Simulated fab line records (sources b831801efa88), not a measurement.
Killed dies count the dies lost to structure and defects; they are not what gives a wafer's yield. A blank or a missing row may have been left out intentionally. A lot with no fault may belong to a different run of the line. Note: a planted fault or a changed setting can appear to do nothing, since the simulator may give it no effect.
fab line records -- flow sky130
[record] lots = 12, wafers = 36, last_day = 50
route steps=708 shown PWDE@55 GATE_OXIDE@192 CONTACT@422 METAL1@452
lots untouched by any fault: they come from a run of this same line in which no faults occurred
start_h: start of the lot's first displayed wafer, in hours after the record's first day -- wait_h: hours elapsed since this lot's preceding step -- " identical to the entry in the row above -- L1.1+2: a single row standing in for several wafers -- - either no value or no given start -- * or withheld: withheld -- < > ~ a bound
route shown NAME@n: a module of which the file shows steps, and the number in the route of the first -- usual: mean and standard deviation over wafers with no fault -- same: alike in all rows -- chamber/n: place in a boat -- sites: per-site readings -- _std_site: how widely they spread, as a standard deviation -- _edge_site: inner sites' mean taken away from outer sites' mean -- radius_mm: how far each site lies from the wafer's centre -- mask NAME#n: copy n -- behind: the last tool/chamber to shape the wafer -- hold: what put the lot on hold/how long, in hours/how the hold closed -- device: the transistor (n, p or np) that didn't switch -- end of line: at the end of the route, the tests of the same wafers -- for a step that has no rows: nothing shown but its recipe -- killed: dies lost to structure and defects at the first sort, not the wafer's yield -- map: dies across one wafer; x = killed, . = not, _ = none there
set.NAME: setting as actually run; set.NAME@STEP: the setting as run at that earlier step -- model.NAME: the simulator's own value behind a step, which no gauge read
route steps across a sampled set of lots; one table per step, one row per wafer
services: when a tool's chamber went out of use (start_h, in hours from the record's first day, below 0 if earlier), for how many hours, and the reason
[[steps]]
[step SKY_PWDE_TW_MEAS_10]
[usual] PWDE_TW = 373/3.8
lot.wafer,tool,chamber,start_h,wait_h,PWDE_TW
L137.1,film_metro-01,-,70.42,0.1,373
L137.3,film_metro-01,-,70.42,0.1,374
L137.5,film_metro-01,-,70.42,0.1,374
L139.1,film_metro-03,-,82.94,0.1,370
L139.2,film_metro-03,-,82.94,0.1,371
L139.5,film_metro-03,-,82.94,0.1,370
L140.2,film_metro-01,-,85.33,0.1,371
L140.3,film_metro-01,-,85.33,0.1,374
L140.5,film_metro-01,-,85.33,0.1,373
L142.1,film_metro-04,-,98.57,0.1,379
L142.2,film_metro-04,-,98.57,0.1,377
L142.4,film_metro-04,-,98.57,0.1,375
L143.2,film_metro-01,-,104.04,0.1,374
L143.3,film_metro-01,-,104.04,0.1,374
L143.4,film_metro-01,-,104.04,0.1,374
L144.1,film_metro-03,-,108.77,0.1,371
L144.3,film_metro-03,-,108.77,0.1,369
L144.5,film_metro-03,-,108.77,0.1,370
L145.4,film_metro-04,-,114.16,0.1,379
L145.5,film_metro-04,-,114.16,0.1,378
L145.6,film_metro-04,-,114.16,0.1,378
L146.2,film_metro-01,-,120.60,0.1,374
L146.4,film_metro-01,-,120.60,0.1,374
L146.6,film_metro-01,-,120.60,0.1,372
L147.1,film_metro-04,-,122.60,0.1,378
L147.3,film_metro-04,-,122.60,0.1,377
L147.5,film_metro-04,-,122.60,0.1,379
L148.1,film_metro-04,-,130.88,0.1,381
L148.3,film_metro-04,-,130.88,0.1,379
L148.5,film_metro-04,-,130.88,0.1,379
L159.1,film_metro-03,-,204.47,0.1,367
L159.5,film_metro-03,-,204.47,0.1,368
L159.6,film_metro-03,-,204.47,0.1,369
L160.3,film_metro-03,-,210.84,0.1,368
L160.4,film_metro-03,-,210.84,0.1,368
L160.5,film_metro-03,-,210.84,0.1,367
[step SKY_GATE_OXIDE_COAT_05]
[recipe] resist = NOVOLAK, spin_rpm = 3000, resist_thk_nm = 1140
lot.wafer,tool,chamber,start_h,wait_h
L137.1+3+5,litho_track-03,0,297.63,0.1
L139.1+2+5,litho_track-02,0,319.09,0.1
L140.2+3+5,litho_track-02,0,323.71,0.1
L142.1+2+4,litho_track-01,0,337.55,0.1
L143.2+3+4,litho_track-02,0,349.61,0.1
L144.1+3+5,litho_track-03,0,361.68,0.1
L145.4+5+6,litho_track-03,0,367.85,0.1
L146.2+4+6,litho_track-02,0,373.71,0.1
L147.1+3+5,litho_track-03,0,376.83,0.1
L148.1+3+5,litho_track-02,0,387.84,0.1
L159.1+5+6,litho_track-03,0,493.73,0.1
L160.3+4+5,litho_track-03,0,504.18,0.1
[step SKY_GATE_OXIDE_STRIP_13]
[recipe] chemistry = O2/N2, power_w = 1400, pressure_mtorr = 1500, platen_temp_c = withheld, o2_flow_sccm = 3000, n2_flow_sccm = 300, overash_fraction = 0.5
[usual] drypump_motor_current_A = 6.05/0.26, oes_product_au = 0.716/0.0043, strip_time_to_endpoint_s = 14.18/0.039
lot.wafer,tool,chamber,start_h,wait_h,drypump_motor_current_A,oes_product_au,rf_hours_counter_h,strip_time_to_endpoint_s
L137.1,plasma_asher-01,1,311.74,0.0,5.50,0.711,62,14.15
L137.3,plasma_asher-01,1,311.74,0.0,5.46,0.727,-,14.13
L137.5,plasma_asher-01,1,311.74,0.0,5.51,0.714,-,14.13
L139.1,plasma_asher-02,0,332.65,0.0,6.07,0.715,53,14.18
L139.2,plasma_asher-02,1,332.65,0.0,6.32,0.721,53,14.18
L139.5,plasma_asher-02,1,332.65,0.0,6.34,0.720,-,14.18
L140.2,plasma_asher-02,0,337.54,0.0,6.10,0.713,54,14.11
L140.3,plasma_asher-02,1,337.54,0.0,6.36,0.719,-,14.15
L140.5,plasma_asher-02,0,337.54,0.0,6.08,0.715,-,14.15
L142.1,plasma_asher-03,1,351.32,0.0,6.17,0.716,22,14.26
L142.2,plasma_asher-03,0,351.32,0.0,5.71,0.717,22,14.23
L142.4,plasma_asher-03,0,351.32,0.0,5.71,0.714,-,14.21
L143.2,plasma_asher-02,0,363.55,0.0,6.06,0.721,57,14.17
L143.3,plasma_asher-02,0,363.55,0.0,6.05,0.720,-,14.16
L143.4,plasma_asher-02,1,363.55,0.0,6.35,0.712,-,14.18
L144.1,plasma_asher-02,1,376.13,0.0,6.32,0.717,58,14.18
L144.3,plasma_asher-02,0,376.13,0.0,6.11,0.711,-,14.17
L144.5,plasma_asher-02,0,376.13,0.0,6.09,0.725,-,14.16
L145.4,plasma_asher-01,0,382.00,0.0,5.82,0.718,-,14.12
L145.5,plasma_asher-01,1,382.00,0.0,5.49,0.719,-,14.18
L145.6,plasma_asher-01,0,382.00,0.0,5.81,0.717,-,14.13
L146.2,plasma_asher-02,1,387.84,0.0,6.31,0.714,60,14.22
L146.4,plasma_asher-02,0,387.84,0.0,6.10,0.719,-,14.19
L146.6,plasma_asher-02,0,387.84,0.0,6.08,0.713,-,14.17
L147.1,plasma_asher-03,0,391.94,0.0,5.70,0.711,25,14.14
L147.3,plasma_asher-03,0,391.94,0.0,5.69,0.713,-,14.15
L147.5,plasma_asher-03,1,391.94,0.0,6.16,0.720,-,14.19
L148.1,plasma_asher-02,1,402.73,0.0,6.29,0.715,61,14.18
L148.3,plasma_asher-02,1,402.73,0.0,6.30,0.717,-,14.17
L148.5,plasma_asher-02,1,402.73,0.0,6.32,0.708,-,14.21
L159.1,plasma_asher-02,1,509.92,0.0,6.33,0.452,73,5.19
L159.5,plasma_asher-02,1,509.92,0.0,6.35,0.449,-,5.22
L159.6,plasma_asher-02,0,509.92,0.0,6.10,0.448,-,5.21
L160.3,plasma_asher-03,0,520.38,0.0,5.71,0.450,-,5.17
L160.4,plasma_asher-03,1,520.38,0.0,6.17,0.454,-,5.16
L160.5,plasma_asher-03,0,520.38,0.0,5.70,0.444,-,5.17
[step SKY_CONTACT_ETCH_16]
[recipe] chemistry = N2/H2, target = BARC, ion_energy_ev = 200, source_w = 500, bias_w = 100, pressure_mtorr = 30, n2_flow_sccm = 100, h2_flow_sccm = 200, stop_on = SiO2, time_s = 45.9, target_depth_a = 600
[usual] drypump_motor_current_A = 6.0/0.56, oes_product_au = 0.855/0.0048, throttle_valve_pct = 13.225/0.0092
[same] time_s = 45.9
lot.wafer,tool,chamber,start_h,wait_h,drypump_motor_current_A,oes_product_au,rf_hours_counter_h,throttle_valve_pct
L137.1,rie_diel-03,0,737.10,0.0,5.7,0.851,5,13.241
L137.3,rie_diel-03,3,737.10,0.0,6.4,0.854,43,13.230
L137.5,rie_diel-03,1,737.10,0.0,6.7,0.858,-,13.220
L139.1,rie_diel-02,3,757.10,0.0,6.6,0.850,4,13.228
L139.2,rie_diel-02,0,757.10,0.0,6.2,0.859,2,13.218
L139.5,rie_diel-02,0,757.10,0.0,6.2,0.860,-,13.216
L140.2,rie_diel-01,0,765.95,0.0,6.2,0.862,19,13.217
L140.3,rie_diel-01,2,765.95,0.0,5.9,0.861,14,13.236
L140.5,rie_diel-01,3,765.95,0.0,5.4,0.859,-,13.219
L142.1,rie_diel-01,1,778.71,0.0,6.5,0.854,18,13.226
L142.2,rie_diel-01,0,778.71,0.0,6.2,0.856,19,13.242
L142.4,rie_diel-01,3,778.71,0.0,5.4,0.853,40,13.234
L143.2,rie_diel-03,1,791.50,0.0,6.7,0.858,4,13.237
L143.3,rie_diel-03,3,791.50,0.0,6.4,0.858,0,13.217
L143.4,rie_diel-03,2,791.50,0.0,5.8,0.860,1,13.216
L144.1,rie_diel-03,3,802.45,0.0,6.4,0.859,1,13.232
L144.3,rie_diel-03,0,802.45,0.0,5.7,0.848,8,13.207
L144.5,rie_diel-03,0,802.45,0.0,5.7,0.856,-,13.214
L145.4,rie_diel-01,1,804.17,0.0,6.5,0.853,-,13.232
L145.5,rie_diel-01,2,804.17,0.0,5.8,0.858,-,13.222
L145.6,rie_diel-01,0,804.17,0.0,6.2,0.859,-,13.210
L146.2,rie_diel-03,3,809.66,0.0,6.4,0.855,1,13.219
L146.4,rie_diel-03,2,809.66,0.0,5.7,0.852,2,13.237
L146.6,rie_diel-03,2,809.66,0.0,5.7,0.861,-,13.234
L147.1,rie_diel-03,1,816.06,0.0,6.7,0.851,5,13.231
L147.3,rie_diel-03,0,816.06,0.0,5.7,0.852,8,13.227
L147.5,rie_diel-03,0,816.06,0.0,5.7,0.841,-,13.229
L148.1,rie_diel-01,0,823.80,0.0,6.2,0.853,20,13.214
L148.3,rie_diel-01,1,823.80,0.0,6.5,0.853,19,13.213
L148.5,rie_diel-01,1,823.80,0.0,6.5,0.848,-,13.242
L159.1,rie_diel-02,0,915.05,0.0,6.2,0.861,7,13.216
L159.5,rie_diel-02,2,915.05,0.0,5.5,0.862,-,13.208
L159.6,rie_diel-02,1,915.05,0.0,4.8,0.861,-,13.239
L160.3,rie_diel-02,1,921.60,0.0,4.8,0.855,18,13.235
L160.4,rie_diel-02,3,921.60,0.0,6.6,0.855,9,13.217
L160.5,rie_diel-02,0,921.60,0.0,6.2,0.856,-,13.225
[step SKY_METAL1_ETCH_18]
[recipe] chemistry = N2/H2, target = BARC, ion_energy_ev = 200, bias_w = 100, pressure_mtorr = 30, n2_flow_sccm = 100, h2_flow_sccm = 200, icp_w = 500, stop_on = SiO2, time_s = 45.9, target_depth_a = 600
[usual] drypump_motor_current_A = 5.69/0.23, oes_product_au = 0.855/0.0046, throttle_valve_pct = 13.224/0.0094
[same] time_s = 45.9
lot.wafer,tool,chamber,start_h,wait_h,drypump_motor_current_A,oes_product_au,rf_hours_counter_h,throttle_valve_pct
L137.1,rie_metal-03,0,766.77,0.0,5.64,0.853,14,13.236
L137.3,rie_metal-03,1,766.77,0.0,5.45,0.857,-,13.231
L137.5,rie_metal-03,1,766.77,0.0,5.44,0.854,-,13.233
L139.1,rie_metal-02,1,785.78,0.0,5.49,0.861,9,13.226
L139.2,rie_metal-02,0,785.78,0.0,5.84,0.853,13,13.215
L139.5,rie_metal-02,1,785.78,0.0,5.46,0.861,-,13.204
L140.2,rie_metal-02,1,795.13,0.0,5.46,0.857,9,13.227
L140.3,rie_metal-02,0,795.13,0.0,5.88,0.860,-,13.217
L140.5,rie_metal-02,0,795.13,0.0,5.84,0.851,-,13.224
L142.1,rie_metal-02,0,806.69,0.0,5.87,0.858,14,13.233
L142.2,rie_metal-02,1,806.69,0.0,5.47,0.871,10,13.215
L142.4,rie_metal-02,1,806.69,0.0,5.49,0.857,-,13.235
L143.2,rie_metal-01,1,819.17,0.0,5.57,0.854,16,13.237
L143.3,rie_metal-01,1,819.17,0.0,5.59,0.846,-,13.226
L143.4,rie_metal-01,0,819.17,0.0,6.06,0.853,-,13.217
L144.1,rie_metal-01,1,829.79,0.0,5.58,0.850,16,13.236
L144.3,rie_metal-01,0,829.79,0.0,6.09,0.855,-,13.237
L144.5,rie_metal-01,0,829.79,0.0,6.06,0.854,-,13.207
L145.4,rie_metal-03,1,832.33,0.1,5.48,0.849,-,13.212
L145.5,rie_metal-03,1,832.33,0.1,5.47,0.856,-,13.236
L145.6,rie_metal-03,1,832.33,0.1,5.48,0.855,-,13.221
L146.2,rie_metal-01,0,837.87,0.0,6.04,0.857,4,13.234
L146.4,rie_metal-01,0,837.87,0.0,6.03,0.853,-,13.222
L146.6,rie_metal-01,1,837.87,0.0,5.56,0.858,-,13.225
L147.1,rie_metal-02,0,844.17,0.0,5.87,0.851,15,13.224
L147.3,rie_metal-02,0,844.17,0.0,5.85,0.858,-,13.221
L147.5,rie_metal-02,1,844.17,0.0,5.48,0.859,-,13.229
L148.1,rie_metal-01,1,851.52,0.0,5.56,0.851,17,13.227
L148.3,rie_metal-01,0,851.52,0.0,6.09,0.849,-,13.222
L148.5,rie_metal-01,0,851.52,0.0,6.07,0.854,-,13.221
L159.1,rie_metal-03,0,941.54,0.0,5.62,0.855,4,13.241
L159.5,rie_metal-03,0,941.54,0.0,5.65,0.855,-,13.235
L159.6,rie_metal-03,1,941.54,0.0,5.45,0.853,-,13.209
L160.3,rie_metal-03,0,948.09,0.0,5.62,0.850,-,13.223
L160.4,rie_metal-03,1,948.09,0.0,5.48,0.853,-,13.228
L160.5,rie_metal-03,1,948.09,0.0,5.47,0.850,-,13.224
[[services]]
tool,chamber,start_h,hours,kind
rie_diel-01,2,291.94,5.5,repair
rie_diel-01,3,301.54,4.8,repair
rie_diel-01,3,314.36,4.6,repair
rie_metal-03,-,327.70,2.8,pm
rie_metal-02,-,342.15,1.3,repair
rie_diel-03,2,358.03,1.4,repair
rie_diel-03,2,359.73,1.6,repair
rie_metal-02,-,361.92,1.4,pm
rie_diel-03,2,378.83,6.4,repair
rie_diel-01,-,413.18,2.8,pm
rie_metal-03,-,433.02,10.0,pm
rie_metal-02,-,435.82,6.8,repair
rie_diel-01,2,435.89,7.2,repair
rie_metal-02,-,438.05,0.8,repair
rie_diel-01,0,442.65,9.2,repair
rie_metal-01,1,448.19,6.1,repair
rie_metal-01,0,453.94,24.9,repair
rie_metal-03,-,472.81,4.0,pm
rie_diel-01,-,494.05,0.4,repair
rie_diel-03,2,551.29,3.4,repair
plasma_asher-02,-,581.26,2.8,pm
plasma_asher-02,-,619.50,15.6,pm
rie_diel-03,3,638.15,3.8,repair
rie_diel-03,2,883.02,6.7,repair
[[key]]
[first_sign] step = SKY_GATE_OXIDE_STRIP_13, reading = strip_time_to_endpoint_s, direction = down, sigmas = 99+, usual = *, struck = *
[effect] step = SKY_GATE_OXIDE_STRIP_13, reading = oes_product_au, direction = down, sigmas = 63, usual = 0.716, struck = 0.449
met_at SKY_GATE_OXIDE_COAT_05
struck_lots L159,L160
tester_left_out L159,L160
not_acting_at SKY_PWDE_TW_MEAS_10,SKY_CONTACT_ETCH_16,SKY_METAL1_ETCH_18
onset_between 376.83 493.73
also_fits time
[fault] kind = process_parameter_drift, tool = litho_track-03, chamber = -, onset_h = 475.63, steps = SKY_GATE_OXIDE_COAT_05, channel = resist_thk_nm, offset = -757.54, shape = step, end_h = 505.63, acts_in = these_recipes_only, stated = 1140
// tester_left_out: of these lots the tester's yield and bins aren't shown, on N5 and GAA mostly nor the transistor test; their killed dies are dies lost to structure and defects alone, not to doping, threshold or leakage, so they don't give the yield
